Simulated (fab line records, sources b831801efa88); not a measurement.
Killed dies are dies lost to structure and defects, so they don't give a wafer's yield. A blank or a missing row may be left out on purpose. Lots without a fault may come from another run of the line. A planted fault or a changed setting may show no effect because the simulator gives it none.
Which tool did it? | flow sky130 | 11 lots, 33 wafers sampled, at 5 steps of a route of 708

WHAT THE GAUGES READ, wafer by wafer
SKY_VIA2_OVL_MEAS_13. Usual: VIA2_OVL 3 nm, standard deviation 5.5.
lot  | measured     | on         | VIA2_OVL (nm) | flag
L916 | day 36 10:28 | overlay-01 | -2 -4 -2      |
L917 | day 36 19:14 | overlay-02 | 5 -8 -3       |
L920 | day 37 18:11 | overlay-01 | 1 4 1         |
L922 | day 38 16:04 | overlay-02 | 0 0 -2        |
L928 | day 40 01:19 | overlay-02 | -2 -3 -5      |
L932 | day 42 01:02 | overlay-02 | -3 -3 -8      |
L934 | day 42 06:13 | overlay-01 | 2 9 12        |
L933 | day 42 13:20 | overlay-01 | 0 8 8         |
L936 | day 42 16:25 | overlay-02 | 9 6 4         |
L937 | day 43 00:13 | overlay-02 | -1 1 4        |
L938 | day 43 07:53 | overlay-01 | 2 7 -1        |

SKY_CAPM_THK_MEAS_01. Usual: CAPM_CVD_00_THK 15.60 nm, standard deviation 0.25.
lot  | measured     | on            | CAPM_CVD_00_THK (nm)                | flag
L916 | day 36 12:12 | film_metro-02 | 15.49 15.85 15.89                   |
L917 | day 36 20:54 | film_metro-02 | 15.33 15.61 15.80                   |
L920 | day 37 19:47 | film_metro-02 | 15.21 15.61 15.45                   |
L922 | day 38 17:42 | film_metro-01 | 15.29 15.78 15.88                   |
L928 | day 40 02:53 | film_metro-04 | 15.27 15.42 15.39                   |
L932 | day 42 02:40 | film_metro-04 | 17.07 16.96 17.28 16.99 16.89 17.26 | OFF
L934 | day 42 07:55 | film_metro-04 | 15.52 15.87 15.82                   |
L933 | day 42 14:55 | film_metro-02 | 16.82 17.42 16.85 16.85 17.43 16.90 | OFF
L936 | day 42 17:59 | film_metro-04 | 15.85 15.75 15.69                   |
L937 | day 43 02:10 | film_metro-01 | 15.60 16.02 15.66                   |
L938 | day 43 09:29 | film_metro-02 | 15.51 15.60 15.70                   |

WHICH TOOL RAN EACH LOT (tool, then ch and the chambers of the sampled wafers, then the start)
lot  | SKY_VIA1_SPUTTER_20          | SKY_METAL3_SPUTTER_02        | SKY_CAPM_CVD_00
L916 | pvd_sputter-03, day 34 04:21 | pvd_sputter-04, day 36 12:04 | pecvd-03 ch 1,2, day 36 12:11
L917 | pvd_sputter-03, day 34 13:08 | pvd_sputter-04, day 36 20:46 | pecvd-04 ch 1,2, day 36 20:52
L920 | pvd_sputter-01, day 35 13:26 | pvd_sputter-04, day 37 19:38 | pecvd-04 ch 1,2, day 37 19:44
L922 | pvd_sputter-01, day 36 10:35 | pvd_sputter-02, day 38 17:35 | pecvd-02 ch 0,1, day 38 17:41
L928 | pvd_sputter-03, day 37 21:10 | pvd_sputter-01, day 40 02:46 | pecvd-04 ch 0,1, day 40 02:52
L932 | pvd_sputter-03, day 39 21:22 | pvd_sputter-01, day 42 02:32 | pecvd-04 ch 0,2, day 42 02:38
L934 | pvd_sputter-02, day 40 03:50 | pvd_sputter-01, day 42 07:46 | pecvd-02 ch 0,2, day 42 07:53
L933 | pvd_sputter-01, day 40 10:42 | pvd_sputter-01, day 42 14:46 | pecvd-04 ch 0,1,2, day 42 14:52
L936 | pvd_sputter-01, day 40 15:07 | pvd_sputter-01, day 42 17:52 | pecvd-03 ch 0,1,2, day 42 17:58
L937 | pvd_sputter-02, day 40 22:08 | pvd_sputter-01, day 43 02:01 | pecvd-03 ch 0,1, day 43 02:07
L938 | pvd_sputter-03, day 41 06:11 | pvd_sputter-01, day 43 09:19 | pecvd-03 ch 0,1, day 43 09:26
- SKY_VIA1_SPUTTER_20: material TiN, target thk 20 nm, time 80 s.
- SKY_METAL3_SPUTTER_02: material AlCu, target thk 735 nm, time 39.1 s.
- SKY_CAPM_CVD_00: deposits SiO2, target thk 15.5 nm.

WHAT THE TOOLS THEMSELVES READ (means of the sampled wafers that have a number; where no wafer has one, the mark that the record gives instead)
SKY_VIA1_SPUTTER_20. Usual: throttle_valve_pct 30.2 %, standard deviation 0.5.
lot  | tool           | throttle_valve_pct (%) | flag
L916 | pvd_sputter-03 | 30.3                   |
L917 | pvd_sputter-03 | 30.3                   |
L920 | pvd_sputter-01 | 30.2                   |
L922 | pvd_sputter-01 | 30.4                   |
L928 | pvd_sputter-03 | 30.6                   |
L932 | pvd_sputter-03 | 30.2                   |
L934 | pvd_sputter-02 | 29.7                   |
L933 | pvd_sputter-01 | 30.3                   |
L936 | pvd_sputter-01 | 30.3                   |
L937 | pvd_sputter-02 | 30.2                   |
L938 | pvd_sputter-03 | 30.1                   |

SKY_METAL3_SPUTTER_02. Usual: throttle_valve_pct 30.1 %, standard deviation 0.63.
lot  | tool           | throttle_valve_pct (%) | flag
L916 | pvd_sputter-04 | 30.0                   |
L917 | pvd_sputter-04 | 30.1                   |
L920 | pvd_sputter-04 | 29.4                   |
L922 | pvd_sputter-02 | 30.4                   |
L928 | pvd_sputter-01 | 30.5                   |
L932 | pvd_sputter-01 | 30.2                   |
L934 | pvd_sputter-01 | 30.3                   |
L933 | pvd_sputter-01 | 29.9                   |
L936 | pvd_sputter-01 | 30.1                   |
L937 | pvd_sputter-01 | 30.5                   |
L938 | pvd_sputter-01 | 29.9                   |

SKY_CAPM_CVD_00. Usual: heater_power_w 703 W, standard deviation 81.
lot  | tool     | heater_power_w (W) | flag
L916 | pecvd-03 | 735                |
L917 | pecvd-04 | 744                |
L920 | pecvd-04 | 775                |
L922 | pecvd-02 | 674                |
L928 | pecvd-04 | 732                |
L932 | pecvd-04 | 683                |
L934 | pecvd-02 | 795                |
L933 | pecvd-04 | 702                |
L936 | pecvd-03 | 682                |
L937 | pecvd-03 | 680                |
L938 | pecvd-03 | 717                |

THE ANSWER, worked out from the rows above alone
Rule: a lot is off if the mean of its wafers that have a number lies more than 3 standard deviations from the usual mean. A lot without any number at a reading at which 4 lots or more have one is off too. The other lots that the step has rows for count as sound. The gauges are gone through in route order, then the tools' own readings, and for those a lot's mean is taken as printed above. The first step at which some lot is off is used, and at that step the reading that is off furthest; a lot without a number counts as furthest.
Off: L932, L933, at SKY_CAPM_THK_MEAS_01 (CAPM_CVD_00_THK).
A tool fits if, at a process step before that reading, it ran every lot that is off, and no sound lot after the first of them. The gauges at SKY_CAPM_THK_MEAS_01 are tried like those tools. One fits: pecvd-04 at SKY_CAPM_CVD_00. Its last sound lot is L928 (day 40 02:52), its first lot that is off L932 (day 42 02:38): a fault that began between those two fits.

WHAT THE SIMULATOR HAD PUT IN
Process parameter drift: pecvd-04, from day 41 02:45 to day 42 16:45, at SKY_CAPM_CVD_00. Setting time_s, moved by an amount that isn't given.
Lots struck among those shown: L932, L933. The rule above found the same.
